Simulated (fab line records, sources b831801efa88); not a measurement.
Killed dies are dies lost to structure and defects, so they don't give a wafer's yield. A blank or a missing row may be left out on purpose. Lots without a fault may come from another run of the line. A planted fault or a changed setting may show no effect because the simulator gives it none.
One fault seen from 2 desks | flow gf180mcu | each desk has only its own numbers; what lay behind them comes last

THE METROLOGY DESK
What the gauges read, lot by lot, whatever tool the lot ran on: means of the sampled wafers that have a number. A lot is out of limits, marked OUT, if its mean lies more than 4 standard deviations from the usual mean; the brackets give that distance.
Columns: A = cd_nm at GF_HV_LDD_CD_MEAS_19, usual 400.8 nm; B = HV_LDD_01_OVL at GF_HV_LDD_OVL_MEAS_20, usual 0.5 nm; C = SAB_CVD_00_THK at GF_SAB_THK_MEAS_01, usual 50.0 nm
lot  | first seen here | A     | B    | C
L514 | day 11 02:19    | 404.7 | 0.9  | 50.4
L515 | day 11 10:22    | 403.0 | 1.2  | 49.2
L517 | day 11 19:10    | 401.5 | 2.3  | 50.6
L516 | day 11 20:47    | 402.9 | 1.6  | 50.0
L518 | day 12 05:43    | 402.1 | -0.3 | 50.1
L522 | day 13 06:16    | 401.4 | 0.5  | 49.6
L523 | day 13 14:11    | 400.9 | 0.7  | 49.9
L524 | day 13 21:18    | 402.7 | -1.1 | 49.0
L525 | day 14 08:54    | 396.4 | 0.9  | 49.6
L526 | day 14 11:47    | 399.0 | 0.9  | 50.6
L527 | day 14 15:49    | 399.6 | 1.3  | 50.3
L528 | day 15 06:14    | 401.9 | 2.3  | 49.7
L530 | day 15 17:05    | 401.1 | -1.2 | 51.0
L534 | day 17 00:38    | 398.7 | -0.9 | 50.2
This desk's finding: nothing out of limits on any of the 14 lots.

THE TOOL OWNER'S DESK: litho_track-04
The tool's own readings at GF_PASSIVATION_SOFTBAKE_07: means of the sampled wafers that have a number, for each lot that ran on this tool. A lot is out of limits, marked OUT, if its mean lies more than 4 standard deviations from the usual mean; the brackets give that distance.
Columns: A = heater_power_total_W at GF_PASSIVATION_SOFTBAKE_07, usual 65.31 W; B = plate_temp_C at GF_PASSIVATION_SOFTBAKE_07, usual 110.00 C
lot  | first seen here | A               | B
L515 | day 29 06:37    | 65.25           | 110.19
L526 | day 32 01:04    | 65.48           | 110.07
L527 | day 32 01:37    | 65.40           | 110.08
L530 | day 32 23:48    | 63.20 (-16) OUT | 107.27 (-25) OUT
L534 | day 33 20:51    | 63.32 (-15) OUT | 107.34 (-24) OUT
This desk's finding: out of limits on L530, L534; first on L530, day 32 23:48 (heater_power_total_W at GF_PASSIVATION_SOFTBAKE_07). In limits: L515, L526, L527.

PUT TOGETHER
The tool owner's desk could have raised an alarm at day 32 23:48, on L530, L534.
The metrology desk saw nothing out of limits.
The metrology desk has L530, L534 on record, within its limits.
Of the lots named, all ran GF_PASSIVATION_SOFTBAKE_07 on litho_track-04.

WHAT THE SIMULATOR HAD PUT IN
Process parameter drift: litho_track-04, from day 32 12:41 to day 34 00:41, at GF_PASSIVATION_SOFTBAKE_07. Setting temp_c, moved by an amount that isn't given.
Lots struck among those shown: L530, L534.
Hours from the fault's start to each desk's first reading out of limits: the tool owner's desk, 11.
